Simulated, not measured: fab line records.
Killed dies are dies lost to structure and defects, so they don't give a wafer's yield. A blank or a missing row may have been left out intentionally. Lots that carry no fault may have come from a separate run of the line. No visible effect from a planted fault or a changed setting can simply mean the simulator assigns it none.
fab line records -- flow sfqLine
record lots=6, wafers=18, lastDay=92
route steps=325 shown M1@66 I1@73
lots that met no fault: from a run of the same line without faults
startH: hours from the record's first day to the start of the lot's first wafer shown -- waitH: hours from the lot's prior step to this one -- " as in the row above -- L1.1+2: several wafers, shown together as one row -- - value missing, or start not given -- * or withheld: withheld -- < > ~ a bound
route shown NAME@n: NAME is a module with steps in the file, n the number in the route of the first one -- usual: average and standard deviation across the fault-free wafers -- same: alike in all rows -- chamber/n: place in a boat -- sites: readings site by site -- _std_site: standard deviation of those values -- _edge_site: the outer-site mean with the inner-site mean subtracted -- radiusMm: for every site, how far away it sits from the centre of the wafer -- mask NAME#n: copy n -- behind: the most recent tool/chamber to have shaped the wafer -- hold: reason for holding the lot/hours on hold/outcome of the hold -- device: names the non-switching transistor (n, p or np) -- end of line: at the end of the route, the tests of the same wafers -- where a step has no rows: the recipe by itself -- killed: the dies lost at the first sort to structure and to defects; this is not the yield of the wafer -- map: a wafer's dies, marking killed ones x, the rest . and places with no die _
set.NAME: the setting that was run; set.NAME@STEP: the one run at that earlier step -- model.NAME: the simulator's own value behind a step, which no gauge read
certain route steps with their lots: each step a table, each wafer a row
services: the hour from which a tool's chamber was out of use, counted from the record's first day as startH (under 0 if before that day), plus the number of hours and why
## steps
# step SFQ_TRILAYER_M1_LITHO_PEB_042
# recipe pebTempC=115, pebTimeS=60, resist=KrF
# step SFQ_TRILAYER_M1_LITHO_DEVELOP_041
# recipe timeS=60, resist=KrF
# step SFQ_M1_OVL_MEAS_911
# usual M1_OVL=1/4.9
lot.wafer,tool,chamber,startH,waitH,M1_OVL[nm]
L549.1,overlay-02,-,512.02,0.1,5
L549.3,overlay-02,-,512.02,0.1,3
L549.4,overlay-02,-,512.02,0.1,0
L552.2,overlay-01,-,573.89,0.1,-7
L552.5,overlay-01,-,573.89,0.1,-4
L552.6,overlay-01,-,573.89,0.1,-4
L553.3,overlay-01,-,587.10,0.1,6
L553.4,overlay-01,-,587.10,0.1,-2
L553.6,overlay-01,-,587.10,0.1,-1
L555.1,overlay-02,-,609.48,0.1,-8
L555.5,overlay-02,-,609.48,0.1,-8
L555.6,overlay-02,-,609.48,0.1,-8
L562.1,overlay-01,-,626.27,0.1,1
L562.2,overlay-01,-,626.27,0.1,8
L562.6,overlay-01,-,626.27,0.1,0
L565.1,overlay-02,-,629.87,0.1,2
L565.2,overlay-02,-,629.87,0.1,1
L565.3,overlay-02,-,629.87,0.1,1
# step SFQ_TRILAYER_M1_BARC_OPEN_METAL_ETCH_054
# recipe maskMaterial=PR, chemistry=O2, targetDepthNm=125, target=BARC, icpW=600, biasW=80, pressureMtorr=10, timeS=41.7
# usual drypumpMotorCurrentA=5.9/0.35, oesProductAu=0.685/0.0041
lot.wafer,tool,chamber,startH,waitH,drypumpMotorCurrentA,oesProductAu,rfHoursCounterH
L549.1,rieMetal-03,1,512.05,0.0,6.3,0.685,61
L549.3,rieMetal-03,0,512.05,0.0,5.4,0.686,-
L549.4,rieMetal-03,1,512.05,0.0,6.3,0.687,-
L552.2,rieMetal-04,0,573.92,0.0,5.6,0.679,14
L552.5,rieMetal-04,0,573.92,0.0,5.7,0.685,-
L552.6,rieMetal-04,1,573.92,0.0,6.3,0.688,-
L553.3,rieMetal-04,1,587.14,0.0,6.3,0.684,-
L553.4,rieMetal-04,0,587.14,0.0,5.7,0.685,-
L553.6,rieMetal-04,1,587.14,0.0,6.3,0.681,-
L555.1,rieMetal-03,1,609.52,0.0,6.3,0.683,73
L555.5,rieMetal-03,1,609.52,0.0,6.3,0.687,-
L555.6,rieMetal-03,0,609.52,0.0,5.4,0.690,-
L562.1,rieMetal-01,1,626.31,0.0,5.9,0.684,9
L562.2,rieMetal-01,0,626.31,0.0,5.7,0.690,67
L562.6,rieMetal-01,1,626.31,0.0,5.9,0.691,-
L565.1,rieMetal-03,1,629.91,0.0,6.3,0.684,77
L565.2,rieMetal-03,0,629.91,0.0,5.4,0.680,124
L565.3,rieMetal-03,0,629.91,0.0,5.4,0.689,-
# step SFQ_TRILAYER_M1_ETCH_METAL_ETCH_042
# recipe target=Nb, stopOn=SiO2, maskMaterial=PR, chemistry=Cl2/Ar, targetDepthNm=240, icpW=600, biasW=80, pressureMtorr=10, timeS=120
# usual drypumpMotorCurrentA=5.9/0.35, oesProductAu=0.896/0.0068
lot.wafer,tool,chamber,startH,waitH,drypumpMotorCurrentA,oesProductAu,rfHoursCounterH
L549.1,rieMetal-03,1,512.11,0.0,6.3,0.900,61
L549.3,rieMetal-03,0,512.11,0.0,5.4,0.884,-
L549.4,rieMetal-03,1,512.11,0.0,6.3,0.883,-
L552.2,rieMetal-04,0,573.98,0.0,5.6,0.894,14
L552.5,rieMetal-04,0,573.98,0.0,5.6,0.883,-
L552.6,rieMetal-04,1,573.98,0.0,6.2,0.893,-
L553.3,rieMetal-04,1,587.22,0.1,6.2,0.895,-
L553.4,rieMetal-04,0,587.22,0.1,5.7,0.892,-
L553.6,rieMetal-04,1,587.22,0.1,6.2,0.905,-
L555.1,rieMetal-03,1,609.58,0.0,6.3,0.895,74
L555.5,rieMetal-03,1,609.58,0.0,6.3,0.906,-
L555.6,rieMetal-03,0,609.58,0.0,5.4,0.895,-
L562.1,rieMetal-01,1,626.37,0.0,5.9,0.896,9
L562.2,rieMetal-01,0,626.37,0.0,5.8,0.896,67
L562.6,rieMetal-01,1,626.37,0.0,5.9,0.897,-
L565.1,rieMetal-03,1,629.97,0.0,6.3,0.894,77
L565.2,rieMetal-03,0,629.97,0.0,5.4,0.899,124
L565.3,rieMetal-03,0,629.97,0.0,5.4,0.897,-
# step SFQ_TRILAYER_M1_STRIP_STRIP_043
# recipe gas=O2, powerW=200, platenTempC=40, overashFraction=0.65, chemistry=O2, pressureMtorr=50
# step SFQ_TRILAYER_M1_STRIP_SOLV_CLEAN_044
# recipe chemistry=NMP, tempC=70, timeS=600
# step SFQ_TRILAYER_I1_DEP_PECVD_045
# recipe material=SiO2, tempC=150, timeS=111.11, pressureTorr=2.4, rfW=183.3, precursor=SiH4/N2O, targetThkNm=500
# step SFQ_TRILAYER_I1_CMP_CMP_046
# recipe material=SiO2, downForcePsi=3, platenRpm=60, padVelocityMS=0.94248
# step SFQ_I1_BOW_MEAS_912
# recipe mode=bow
# usual I1_BOW=2/7.5
lot.wafer,tool,chamber,startH,waitH,I1_BOW[um]
L549.1,filmMetro-01,-,517.26,1.0,2
L549.3,filmMetro-01,-,517.26,1.0,0
L549.4,filmMetro-01,-,517.26,1.0,-15
L552.2,filmMetro-01,-,579.69,1.5,-7
L552.5,filmMetro-01,-,579.69,1.5,-10
L552.6,filmMetro-01,-,579.69,1.5,-2
L553.3,filmMetro-01,-,591.20,1.0,8
L553.4,filmMetro-01,-,591.20,1.0,11
L553.6,filmMetro-01,-,591.20,1.0,1
L555.1,filmMetro-02,-,613.70,1.0,-9
L555.5,filmMetro-02,-,613.70,1.0,-2
L555.6,filmMetro-02,-,613.70,1.0,-12
L562.1,filmMetro-02,-,635.15,2.5,9
L562.2,filmMetro-02,-,635.15,2.5,-7
L562.6,filmMetro-02,-,635.15,2.5,2
L565.1,filmMetro-04,-,639.35,2.5,5
L565.2,filmMetro-04,-,639.35,2.5,-8
L565.3,filmMetro-04,-,639.35,2.5,-4
# step SFQ_TRILAYER_I1_METRO_MEASURE_047
# usual thkNm=200.4/0.89
lot.wafer,tool,chamber,startH,waitH,thkNm
L549.1,filmMetro-01,-,517.38,0.1,198.9
L549.3,filmMetro-01,-,517.38,0.1,199.0
L549.4,filmMetro-01,-,517.38,0.1,198.8
L552.2,filmMetro-01,-,579.99,0.3,200.8
L552.5,filmMetro-01,-,579.99,0.3,201.4
L552.6,filmMetro-01,-,579.99,0.3,201.5
L553.3,filmMetro-01,-,591.68,0.5,199.5
L553.4,filmMetro-01,-,591.68,0.5,200.1
L553.6,filmMetro-01,-,591.68,0.5,201.0
L555.1,filmMetro-02,-,613.82,0.1,199.6
L555.5,filmMetro-02,-,613.82,0.1,199.2
L555.6,filmMetro-02,-,613.82,0.1,198.6
L562.1,filmMetro-02,-,635.27,0.1,200.5
L562.2,filmMetro-02,-,635.27,0.1,201.2
L562.6,filmMetro-02,-,635.27,0.1,201.0
L565.1,filmMetro-04,-,639.47,0.1,202.1
L565.2,filmMetro-04,-,639.47,0.1,201.0
L565.3,filmMetro-04,-,639.47,0.1,200.6
# step SFQ_TRILAYER_I1_VIA_LITHO_COAT_054
# recipe resist=BARC, spinRpm=3000, resistThkNm=62
# step SFQ_TRILAYER_I1_VIA_LITHO_COAT_049
# recipe resist=KrF, spinRpm=3000, resistThkNm=650
lot.wafer,tool,chamber,startH,waitH,model.KrF_of_TRILAYER_I1_VIA_LITHO_COAT_049.thkNm
L549.1,lithoTrack-03,0,518.88,0.2,650.8
L549.3,lithoTrack-03,0,518.88,0.2,650.5
L549.4,lithoTrack-03,0,518.88,0.2,647.9
L552.2,lithoTrack-03,0,581.34,0.2,649.3
L552.5,lithoTrack-03,0,581.34,0.2,649.4
L552.6,lithoTrack-03,0,581.34,0.2,651.5
L553.3,lithoTrack-02,0,592.88,0.2,659.6
L553.4,lithoTrack-02,0,592.88,0.2,650.6
L553.6,lithoTrack-02,0,592.88,0.2,660.5
L555.1,lithoTrack-02,0,615.32,0.2,650
L555.5,lithoTrack-02,0,615.32,0.2,647.2
L555.6,lithoTrack-02,0,615.32,0.2,656.2
L562.1,lithoTrack-04,0,636.77,0.2,648.1
L562.2,lithoTrack-04,0,636.77,0.2,648.4
L562.6,lithoTrack-04,0,636.77,0.2,650.3
L565.1,lithoTrack-03,0,640.97,0.2,646.9
L565.2,lithoTrack-03,0,640.97,0.2,645.6
L565.3,lithoTrack-03,0,640.97,0.2,646
# step SFQ_TRILAYER_I1_VIA_LITHO_SOFTBAKE_053
# recipe tempC=withheld, timeS=withheld, resist=KrF
# step SFQ_TRILAYER_I1_VIA_LITHO_EXPOSE_050
# recipe maskId=I1, na=0.6, sourceShape=conventional, sigmaOuter=0.65, targetCdNm=500, doseMj=21.3
# step SFQ_TRILAYER_I1_VIA_LITHO_PEB_052
# recipe pebTempC=115, pebTimeS=60, resist=KrF
# step SFQ_TRILAYER_I1_VIA_LITHO_DEVELOP_051
# recipe timeS=60, resist=KrF
# step SFQ_I1_OVL_MEAS_913
# usual I1_OVL=1/5.5
lot.wafer,tool,chamber,startH,waitH,I1_OVL[nm]
L549.1,overlay-02,-,672.92,0.1,-5
L549.3,overlay-02,-,672.92,0.1,-9
L549.4,overlay-02,-,672.92,0.1,-8
L552.2,overlay-02,-,722.44,0.1,-5
L552.5,overlay-02,-,722.44,0.1,-1
L552.6,overlay-02,-,722.44,0.1,3
L553.3,overlay-02,-,728.44,0.1,-6
L553.4,overlay-02,-,728.44,0.1,-8
L553.6,overlay-02,-,728.44,0.1,-7
L555.1,overlay-01,-,747.03,0.1,6
L555.5,overlay-01,-,747.03,0.1,4
L555.6,overlay-01,-,747.03,0.1,1
L562.1,overlay-01,-,768.63,0.1,9
L562.2,overlay-01,-,768.63,0.1,2
L562.6,overlay-01,-,768.63,0.1,12
L565.1,overlay-02,-,772.74,0.1,10
L565.2,overlay-02,-,772.74,0.1,3
L565.3,overlay-02,-,772.74,0.1,13
# step SFQ_TRILAYER_I1_VIA_BARC_OPEN_VIA_ETCH_071
# recipe maskMaterial=PR, chemistry=O2, targetDepthNm=125, target=BARC, sourceW=500, biasW=80, pressureMtorr=30, timeS=41.7
# usual drypumpMotorCurrentA=5.8/0.5, oesProductAu=0.684/0.0048
lot.wafer,tool,chamber,startH,waitH,drypumpMotorCurrentA,oesProductAu,rfHoursCounterH
L549.1,rieDiel-01,2,672.95,0.0,5.1,0.687,8
L549.3,rieDiel-01,0,672.95,0.0,5.8,0.680,11
L549.4,rieDiel-01,3,672.95,0.0,6.6,0.684,17
L552.2,rieDiel-01,0,722.47,0.0,5.8,0.689,11
L552.5,rieDiel-01,0,722.47,0.0,5.8,0.687,-
L552.6,rieDiel-01,1,722.47,0.0,6.2,0.690,-
L553.3,rieDiel-03,0,728.47,0.0,5.7,0.670,0
L553.4,rieDiel-03,2,728.47,0.0,6.2,0.688,7
L553.6,rieDiel-03,2,728.47,0.0,6.3,0.690,-
L555.1,rieDiel-04,2,747.06,0.0,5.4,0.684,13
L555.5,rieDiel-04,3,747.06,0.0,6.4,0.689,-
L555.6,rieDiel-04,2,747.06,0.0,5.3,0.686,-
L562.1,rieDiel-04,3,768.66,0.0,6.3,0.681,3
L562.2,rieDiel-04,0,768.66,0.0,5.9,0.684,27
L562.6,rieDiel-04,0,768.66,0.0,5.8,0.693,-
L565.1,rieDiel-03,0,772.77,0.0,5.7,0.688,1
L565.2,rieDiel-03,1,772.77,0.0,5.7,0.677,17
L565.3,rieDiel-03,3,772.77,0.0,4.9,0.680,9
# step SFQ_TRILAYER_I1_VIA_ETCH_VIA_ETCH_052
# recipe target=SiO2, stopOn=Nb, maskMaterial=PR, taperDeg=20, chemistry=CHF3, targetDepthNm=260, sourceW=500, biasW=80, pressureMtorr=30, timeS=withheld
# usual drypumpMotorCurrentA=5.8/0.5, oesProductAu=0.856/0.005
lot.wafer,tool,chamber,startH,waitH,drypumpMotorCurrentA,oesProductAu,model.KrF_of_TRILAYER_I1_VIA_LITHO_COAT_049.thkNm
L549.1,rieDiel-01,2,672.99,0.0,5.1,0.842,528.9
L549.3,rieDiel-01,0,672.99,0.0,5.8,0.852,528
L549.4,rieDiel-01,3,672.99,0.0,6.6,0.856,525.9
L552.2,rieDiel-01,0,722.51,0.0,5.8,0.857,528
L552.5,rieDiel-01,0,722.51,0.0,5.8,0.859,528.3
L552.6,rieDiel-01,1,722.51,0.0,6.2,0.863,530
L553.3,rieDiel-03,0,728.51,0.0,5.7,0.851,537.6
L553.4,rieDiel-03,2,728.51,0.0,6.3,0.855,529.4
L553.6,rieDiel-03,2,728.51,0.0,6.3,0.862,539.2
L555.1,rieDiel-04,2,747.10,0.0,5.3,0.858,528
L555.5,rieDiel-04,3,747.10,0.0,6.4,0.847,524.9
L555.6,rieDiel-04,2,747.10,0.0,5.3,0.848,534
L562.1,rieDiel-04,3,768.70,0.0,6.4,0.860,525.8
L562.2,rieDiel-04,0,768.70,0.0,5.8,0.855,527.2
L562.6,rieDiel-04,0,768.70,0.0,5.9,0.860,528.4
L565.1,rieDiel-03,0,772.81,0.0,5.7,0.858,524.8
L565.2,rieDiel-03,1,772.81,0.0,5.7,0.862,525.2
L565.3,rieDiel-03,3,772.81,0.0,4.9,0.854,524.4
# step SFQ_TRILAYER_I1_VIA_STRIP_STRIP_053
# recipe gas=O2, powerW=200, platenTempC=40, overashFraction=0.65, chemistry=O2, pressureMtorr=50
# usual drypumpMotorCurrentA=6.1/0.37, oesProductAu=1.002/0.0075
lot.wafer,tool,chamber,startH,waitH,drypumpMotorCurrentA,oesProductAu,rfHoursCounterH
L549.1,rieMetal-01,0,673.11,-,5.7,1.005,74
L549.3,rieMetal-01,0,673.11,-,5.7,1.004,-
L549.4,rieMetal-01,1,673.11,-,5.9,1.005,-
L552.2,rieMetal-02,1,722.62,-,6.8,1.000,82
L552.5,rieMetal-02,0,722.62,-,6.4,1.005,-
L552.6,rieMetal-02,1,722.62,-,6.8,1.012,-
L553.3,rieMetal-04,0,728.82,-,5.7,0.993,-
L553.4,rieMetal-04,1,728.82,-,6.3,1.009,-
L553.6,rieMetal-04,0,728.82,-,5.7,1.009,-
L555.1,rieMetal-01,1,747.22,-,5.9,0.994,26
L555.5,rieMetal-01,0,747.22,-,5.7,1.004,-
L555.6,rieMetal-01,1,747.22,-,5.9,1.005,-
L562.1,rieMetal-04,0,768.82,-,5.7,1.010,46
L562.2,rieMetal-04,1,768.82,-,6.2,0.993,1
L562.6,rieMetal-04,1,768.82,-,6.2,1.005,-
L565.1,rieMetal-01,1,772.92,-,5.9,0.990,28
L565.2,rieMetal-01,0,772.92,-,5.8,0.994,86
L565.3,rieMetal-01,0,772.92,-,5.8,0.990,-
## services
tool,chamber,startH,hours,kind
rieDiel-01,1,495.14,6.4,repair
rieDiel-04,2,496.42,15.1,repair
rieMetal-01,-,501.83,1.4,pm
rieMetal-04,1,504.60,2.9,repair
rieDiel-04,3,508.50,70.9,repair
rieDiel-04,2,515.27,21.2,repair
rieMetal-03,-,525.62,2.8,pm
rieDiel-01,-,530.24,2.0,repair
filmMetro-01,-,535.80,0.2,pm
rieDiel-03,-,537.88,15.4,repair
rieDiel-04,2,538.24,7.8,repair
rieDiel-03,-,545.56,1.0,repair
rieDiel-01,2,571.62,5.3,repair
filmMetro-01,-,576.34,0.5,pm
rieMetal-03,0,640.01,8.3,repair
rieMetal-01,-,643.83,0.9,repair
rieDiel-03,-,647.39,2.8,pm
rieMetal-01,-,651.89,2.8,pm
rieDiel-03,2,657.84,15.3,repair
rieDiel-01,3,676.91,5.2,repair
rieMetal-04,0,677.21,5.1,repair
rieDiel-01,0,687.56,1.5,repair
rieDiel-01,3,702.94,11.7,repair
rieMetal-01,-,768.65,0.5,repair
## key
firstSign none at tools or gauges
modelEffect step=SFQ_TRILAYER_I1_VIA_LITHO_COAT_049, value=KrF_of_TRILAYER_I1_VIA_LITHO_COAT_049.thkNm, without=649.8, struck=658.8
modelEffect step=SFQ_TRILAYER_I1_VIA_ETCH_VIA_ETCH_052, value=KrF_of_TRILAYER_I1_VIA_LITHO_COAT_049.thkNm, without=527.9, struck=536.9
metAt SFQ_TRILAYER_I1_VIA_LITHO_COAT_049
struckWafers L553.3,L553.6,L555.6
fault kind=processParameterDrift, tool=lithoTrack-02, chamber=-, onsetH=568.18, steps=SFQ_TRILAYER_I1_VIA_LITHO_COAT_049, channel=resistThkNm, offset=9.014, shape=step, endH=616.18, scope=struckWafersOnly, actsIn=theseRecipesOnly, stated=650
